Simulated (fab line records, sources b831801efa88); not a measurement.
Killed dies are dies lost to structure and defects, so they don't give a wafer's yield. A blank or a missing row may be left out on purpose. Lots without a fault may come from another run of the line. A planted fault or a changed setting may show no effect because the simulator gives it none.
Split-lot experiment | flow sfq_line | 5 lots, 23 wafers read, on a route of 325 steps

THE SPLIT
At SFQ_TRILAYER_I0_VIA_LITHO_COAT_036 (resist thk 62 nm), the setting resist_thk_nm was moved away from the recipe's 62 nm on 9 of the 23 wafers read, by +4.1% to +5.0%. The other wafers ran this setting at the recipe's value.

The reading is taken at the split's own step.

THE READING
BARC_of_TRILAYER_I0_VIA_LITHO_COAT_036.thk_nm (the simulator's own value, which no gauge read), in nm, at SFQ_TRILAYER_I0_VIA_LITHO_COAT_036 (resist thk 62 nm). The file gives no usual value for it. The 14 wafers here that ran the recipe average 61.98 nm, standard deviation 0.12 nm.

wafer  | tool, chamber at the split | resist_thk_nm as run, nm | against the recipe | BARC_of_TRILAYER_I0_VIA_LITHO_COAT_036.thk_nm, nm | against lot-mates on the recipe
L074.1 | litho_track-04, 0          | 64.54                    | +4.1%              | 64.35                                             | +2.36
L074.2 | litho_track-04, 0          | 62                       | recipe             | 61.93                                             | -
L074.3 | litho_track-04, 0          | 64.54                    | +4.1%              | 64.36                                             | +2.37
L074.4 | litho_track-04, 0          | 64.54                    | +4.1%              | 64.63                                             | +2.64
L074.5 | litho_track-04, 0          | 62                       | recipe             | 62.05                                             | -
L077.1 | litho_track-03, 0          | 62                       | recipe             | 62.33                                             | -
L077.2 | litho_track-03, 0          | 62                       | recipe             | 62.04                                             | -
L077.3 | litho_track-03, 0          | 65.13                    | +5.0%              | 65.4                                              | +3.22
L077.4 | litho_track-03, 0          | 65.13                    | +5.0%              | 65.14                                             | +2.95
L077.5 | litho_track-03, 0          | 65.13                    | +5.0%              | 65.27                                             | +3.08
L078.2 | litho_track-02, 0          | 62                       | recipe             | 62                                                | -
L078.3 | litho_track-02, 0          | 62                       | recipe             | 61.86                                             | -
L078.4 | litho_track-02, 0          | 62                       | recipe             | 61.89                                             | -
L078.5 | litho_track-02, 0          | 62                       | recipe             | 62.01                                             | -
L078.6 | litho_track-02, 0          | 62                       | recipe             | 62.07                                             | -
L079.1 | litho_track-03, 0          | 65.02                    | +4.9%              | 65.01                                             | +3.04
L079.2 | litho_track-03, 0          | 62                       | recipe             | 61.98                                             | -
L079.3 | litho_track-03, 0          | 65.02                    | +4.9%              | 64.99                                             | +3.02
L079.5 | litho_track-03, 0          | 62                       | recipe             | 61.97                                             | -
L079.6 | litho_track-03, 0          | 65.02                    | +4.9%              | 64.82                                             | +2.84
L081.1 | litho_track-04, 0          | 62                       | recipe             | 61.8                                              | -
L081.4 | litho_track-04, 0          | 62                       | recipe             | 61.91                                             | -
L081.6 | litho_track-04, 0          | 62                       | recipe             | 61.93                                             | -

THE FIT
A straight line over all 23 wafers: BARC_of_TRILAYER_I0_VIA_LITHO_COAT_036.thk_nm changes by +0.623 nm for each +1% of resist_thk_nm; r = +1.00; the points scatter about the line by 0.14 nm.
The same after taking each lot's own level away (the mean of its wafers on the recipe; 23 wafers): +0.608 nm for each +1%; r = +1.00; scatter 0.098 nm.
On that fit, the largest move of resist_thk_nm shifts the reading by 3.1 nm.
The lots' own levels span 61.880 to 62.185 nm, that is 2.5 times the standard deviation above.
So the lot-to-lot level changes the slope little: the two slopes agree.
Check: with one of the wafers moved furthest among these (+5.0%) left out of the fit, the line predicts +3.04 nm for it against its lot-mates. It came out at +3.22 nm against them.

OTHER SPLITS ON THESE WAFERS
These wafers also went through other splits before the reading. Each is held against what the fit with the lots' levels taken away leaves over:
other split on the same wafers                  | wafers away from the commonest value | r with BARC_of_TRILAYER_I0_VIA_LITHO_COAT_036.thk_nm (lot level and that fit taken away)
SFQ_TRILAYER_L0_LITHO_COAT_010 resist_thk_nm    | 6                                    | +0.10
SFQ_TRILAYER_L0_BARC_OPEN_METAL_ETCH_010 bias_w | 3                                    | +0.12
SFQ_TRILAYER_L0_VIA_LITHO_PEB_016 peb_time_s    | 9                                    | +0.41
SFQ_TRILAYER_M0_LITHO_COAT_026 spin_rpm         | 7                                    | +0.00
SFQ_TRILAYER_M0_ETCH_METAL_ETCH_024 icp_w       | 5                                    | -0.18

THE FILE'S OWN FIT
BARC_of_TRILAYER_I0_VIA_LITHO_COAT_036.thk_nm changes by +0.607 nm for each +1% of resist_thk_nm, r = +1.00.
